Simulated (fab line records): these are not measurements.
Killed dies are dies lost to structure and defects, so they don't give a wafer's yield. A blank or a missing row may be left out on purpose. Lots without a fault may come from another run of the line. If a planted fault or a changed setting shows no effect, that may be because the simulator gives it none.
One fault through the eyes of 2 desks / flow sky130 / each desk has only its own numbers; what lay behind them comes last

== FROM THE METROLOGY DESK ==
What the gauges read, lot by lot, whatever tool the lot ran on: means of the sampled wafers that have a number. The brackets show how far a lot's mean lies from the usual mean; more than 4 standard deviations puts the lot out of limits, marked OUT.
Columns: A = LDD_LDN_TW at SKY_LDD_LDN_TW_MEAS_13, usual 1487; B = cd-nm at SKY_SD_P_CD_MEAS_07, usual 379.4 nm
lot=L393; first seen here=day 22 18:34; A=1492; B=378.1
lot=L394; first seen here=day 23 00:19; A=1498; B=376.7
lot=L395; first seen here=day 23 11:46; A=1495; B=377.8
lot=L396; first seen here=day 24 06:50; A=1481; B=381.7
lot=L397; first seen here=day 24 16:07; A=1483; B=382.3
lot=L402; first seen here=day 26 05:42; A=1481; B=380.8
lot=L410; first seen here=day 29 00:17; A=1475; B=379.0
lot=L411; first seen here=day 29 06:16; A=1477; B=381.4
lot=L412; first seen here=day 29 17:28; A=1479; B=383.6
lot=L413; first seen here=day 29 22:37; A=1481; B=378.9
lot=L414; first seen here=day 30 05:17; A=1490; B=375.8
lot=L415; first seen here=day 30 14:02; A=1478; B=380.0
lot=L416; first seen here=day 30 19:34; A=1495; B=381.1
This desk's verdict: no lot among the 13 shows anything out of limits.

== AT THE TOOL OWNER'S DESK: lpcvd-02 ==
The tool's own readings at SKY_SPACER_CVD_00 (deposits Si3N4 from DCS/NH3, target thk 43.1 nm, time 740 s): means of the sampled wafers that have a number, for each lot that ran on this tool. The brackets show how far a lot's mean lies from the usual mean; more than 4 standard deviations puts the lot out of limits, marked OUT.
Columns: A = spike-tc-bottom-C at SKY_SPACER_CVD_00, usual 787 C; B = spike-tc-centre-C at SKY_SPACER_CVD_00, usual 769.9 C; C = spike-tc-lower-C at SKY_SPACER_CVD_00, usual 770.4 C; D = zone-power-bottom-pct at SKY_SPACER_CVD_00, usual 19.0 %; E = zone-power-centre-pct at SKY_SPACER_CVD_00, usual 11.75 %; F = zone-power-lower-pct at SKY_SPACER_CVD_00, usual 14.20 %; G = zone-power-upper-pct at SKY_SPACER_CVD_00, usual 11.85 %
lot=L393; first seen here=day 22 18:41; A=790; B=768.6; C=770.2; D=18.7; E=11.73; F=14.21; G=11.95
lot=L394; first seen here=day 23 00:25; A=790; B=769.9; C=770.6; D=18.7; E=11.92; F=14.27; G=11.83
lot=L395; first seen here=day 23 12:23; A=789; B=770.0; C=770.6; D=18.6; E=11.96; F=14.23; G=11.92
lot=L396; first seen here=day 24 07:44; A=789; B=768.8; C=770.8; D=18.6; E=11.79; F=14.10; G=11.78
lot=L397; first seen here=day 24 16:19; A=789; B=769.9; C=770.7; D=18.7; E=11.83; F=14.28; G=11.96
lot=L402; first seen here=day 26 05:47; A=774; B=765.7; C=812.9 (+35) OUT; D=15.3 (-5.5) OUT; E=6.58 (-25) OUT; F=27.57 (+70) OUT; G=12.30
lot=L410; first seen here=day 29 00:27; A=790; B=769.9; C=770.8; D=18.5; E=11.75; F=14.24; G=11.96
lot=L411; first seen here=day 29 06:22; A=782; B=771.1; C=769.2; D=19.9; E=11.46; F=14.10; G=11.79
lot=L412; first seen here=day 29 17:34; A=790; B=769.6; C=771.6; D=18.7; E=11.89; F=14.18; G=11.83
lot=L413; first seen here=day 29 23:09; A=790; B=768.7; C=771.3; D=18.8; E=11.75; F=14.36; G=11.95
lot=L414; first seen here=day 30 06:05; A=781; B=771.2; C=770.0; D=20.0; E=11.40; F=14.03; G=11.83
lot=L415; first seen here=day 30 14:08; A=789; B=769.8; C=770.6; D=18.6; E=11.95; F=14.40; G=11.84
lot=L416; first seen here=day 30 19:44; A=782; B=771.7; C=770.9; D=20.1; E=11.46; F=13.90; G=11.78
This desk finds L402 out of limits, L402 being first, at day 26 05:47 (spike-tc-lower-C at SKY_SPACER_CVD_00). L393, L394, L395, L396, L397, L410, L411, L412, L413, L414, L415, L416: within limits.

== PUT TOGETHER ==
The tool owner's desk could have raised an alarm at day 26 05:47, on L402.
At the metrology desk, nothing out of limits was observed.
The metrology desk holds a record of L402, inside its limits.
Every lot named ran SKY_SPACER_CVD_00 on lpcvd-02.

== WHAT HAD BEEN PUT IN BY THE SIMULATOR ==
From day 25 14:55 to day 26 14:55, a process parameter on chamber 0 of lpcvd-02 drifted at SKY_SPACER_CVD_00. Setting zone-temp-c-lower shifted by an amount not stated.
Shown lots that were struck: L402.
Delay in hours, fault start to first out-of-limits reading, by desk: the tool owner's desk at 15.
